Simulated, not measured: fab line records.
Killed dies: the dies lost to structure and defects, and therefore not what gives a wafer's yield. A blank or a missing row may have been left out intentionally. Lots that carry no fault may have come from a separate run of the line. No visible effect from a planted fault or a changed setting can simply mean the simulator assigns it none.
A lot that was struck, set against a sound lot	flow sky130	16 out of 708 route steps
Sound: these wafers, L121.2, L121.4, L121.6. Struck: wafers L119.3, L119.6. (L119.1 of the same lot was not struck and is left out.) The cause comes at the end.
Each step with rows lists, per side, the tool, then ch with its chambers, then its first start. Under that, the readings that differ: sound wafers	struck wafers	difference of the means	sigmas: that difference in standard deviations of wafers without a fault.
alike: readings with means less than 2 such deviations apart, plus words and numbers identical on both sides. not compared: withheld readings, readings lacking a value on some wafer, bounds such as >300 that could conceal the same value, and numbers that have no deviation in the record and whose values overlap.
The two part at a step that has a row with sigmas, a row that says differs or no value, or rows on one side only. Numbers that have no deviation but don't overlap get no sigmas and don't part them. A reading missing from all wafers of one side parts the sides only when that side holds two or more wafers.

first, 2 steps without rows for these wafers: SKY_VT_ADJUST_PCH_PEB_05; SKY_VT_ADJUST_PCH_DEVELOP_06 (develop time 60 s).
SKY_VT_ADJUST_PCH_OVL_MEAS_07:
  struck on overlay-02, day 14 04:19; sound on overlay-01, day 14 18:23
  alike: VT_ADJUST_PCH_OVL
following that, these wafers have no rows for 1 step: SKY_VT_ADJUST_PCH_IMPLANT_08.
SKY_VT_ADJUST_PCH_STRIP_09: strips in O2/N2.
  sound on plasmaAsher-01 ch 0,1, day 14 18:34; struck on plasmaAsher-03 ch 0,1, day 14 04:31
  alike: chamberPressureMTorr, drypumpMotorCurrentA, oesProductAu, stripTimeToEndpointS
  not compared: rfHoursCounterH
SKY_VT_ADJUST_PCH_TW_MEAS_10:
  struck on filmMetro-01, day 14 04:37; sound on filmMetro-01, day 14 18:40
  alike: VT_ADJUST_PCH_TW
then, 6 steps without rows for these wafers: SKY_SONOS_TUNNEL_DEHYDRATE_00 (time 60 s); SKY_SONOS_TUNNEL_HMDS_01 (prime time 60 s); SKY_SONOS_TUNNEL_COAT_02 (resist thk 1140 nm); SKY_SONOS_TUNNEL_SOFTBAKE_03 (time 60 s); SKY_SONOS_TUNNEL_EXPOSE_04 (exposes mask TUNM, target cd 410 nm); SKY_SONOS_TUNNEL_PEB_05.
SKY_SONOS_TUNNEL_DEVELOP_06: develop time 60 s.
  sound on lithoTrack-02 ch 0, day 15 21:03; struck on lithoTrack-04 ch 0, day 15 06:10
  alike: chillPlateTempC, exhaustPa
SKY_SONOS_TUNNEL_CD_MEAS_07: the cd target is 410 nm.
  struck on cdSem-02, day 15 06:19; sound on cdSem-01, day 15 21:11
reading	sound	struck	difference	sigmas
cdNm (nm)	410.3 412.6 412.2	404.3 401.9	-8.6	-4
SKY_SONOS_TUNNEL_OVL_MEAS_08:
  struck on overlay-01, day 15 06:26; sound on overlay-02, day 15 21:18
reading	sound	struck	difference	sigmas
SONOS_TUNNEL_OVL (nm)	-1.6 -0.4 -1.3	2.2 1.7	+3.1	+2
-- here the record skips 33 days between the struck wafers' starts before and after, leaving off in module SONOS_TUNNEL and picking up in module PAD_OPEN (first step shown: number 708 of the route) --
SKY_PAD_OPEN_PROBE_99:
  struck on prober-01, day 48 14:23; sound on prober-01, day 49 00:59
  alike: killed_at_M0_to_M3, killed_at_M4_up, killedAtContacts, killedAtFrontEnd, killedAtOther, killedDies, killedOpen, killedShort

WHERE THEY PART
At SKY_SONOS_TUNNEL_CD_MEAS_07 first; at SKY_SONOS_TUNNEL_OVL_MEAS_08 last (within this record only). Later steps at which nothing parts them and some readings are alike: SKY_PAD_OPEN_PROBE_99.

WHY: whatever the simulator had introduced
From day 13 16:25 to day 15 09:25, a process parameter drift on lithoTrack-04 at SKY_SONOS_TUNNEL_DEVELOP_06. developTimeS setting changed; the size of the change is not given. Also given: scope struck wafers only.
